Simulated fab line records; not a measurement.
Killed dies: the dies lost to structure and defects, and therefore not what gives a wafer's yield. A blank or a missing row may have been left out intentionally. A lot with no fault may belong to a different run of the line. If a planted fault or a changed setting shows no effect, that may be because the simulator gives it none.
2 desks, one fault ; flow gf180mcu ; numbers are kept per desk, each desk with only its own; the story behind them comes last

FOR THE TOOL OWNER'S DESK: iline-stepper-02
The tool's own readings at GF_TOP_METAL_EXPOSE_11 (exposes mask MetalTop, target cd 440 nm): means of the sampled wafers that have a number, for each lot that ran on this tool. Marked OUT: a lot whose mean sits more than 4 standard deviations from the usual mean, which makes it out of limits; the brackets give that distance.
Columns: A = stage-vel-mm-s at GF_TOP_METAL_EXPOSE_11, usual 500.05 mm/s
lot;first seen here;A
L433;day 28 21:55;499.82
L434;day 29 00:01;499.96
L440;day 30 13:57;500.42
L442;day 31 12:19;500.11
L447;day 33 07:00;500.25
L451;day 33 16:30;499.86
This desk found nothing out of limits on any of the 6 lots.

THE METROLOGY DESK
Means of the sampled wafers that have a number, per lot and without regard to the tool the lot ran on: this is what the gauges read. Marked OUT: a lot whose mean sits more than 4 standard deviations from the usual mean, which makes it out of limits; the brackets give that distance.
Columns: A = cd-nm at GF_TOP_METAL_CD_MEAS_14, usual 440.0 nm
lot;first seen here;A
L431;day 27 19:13;442.0
L433;day 29 06:50;439.4
L434;day 29 09:37;440.2
L435;day 29 20:35;443.5
L436;day 30 05:14;435.2
L437;day 30 13:14;440.5
L439;day 30 21:43;440.6
L440;day 30 22:37;441.5
L442;day 31 18:11;441.8
L447;day 33 13:20;337.3 (-41) OUT
L451;day 34 00:46;391.0 (-20) OUT
This desk's finding: out of limits on L447, L451; first on L447, day 33 13:20 (cd-nm at GF_TOP_METAL_CD_MEAS_14). Within limits: L431, L433, L434, L435, L436, L437, L439, L440, L442.

PUT TOGETHER
Metrology desk: alarm possible at day 33 13:20 on L447, L451.
The desk of the tool owner found nothing out of limits.
On record at the tool owner's desk: L447, L451, within its limits.
All the named lots went through GF_TOP_METAL_EXPOSE_11 on iline-stepper-02.

WHAT WAS PUT IN BY THE SIMULATOR
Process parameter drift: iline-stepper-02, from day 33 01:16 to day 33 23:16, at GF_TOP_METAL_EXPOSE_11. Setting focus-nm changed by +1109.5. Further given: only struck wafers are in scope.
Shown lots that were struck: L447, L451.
Delay in hours, fault start to first out-of-limits reading, per desk: metrology desk 12.
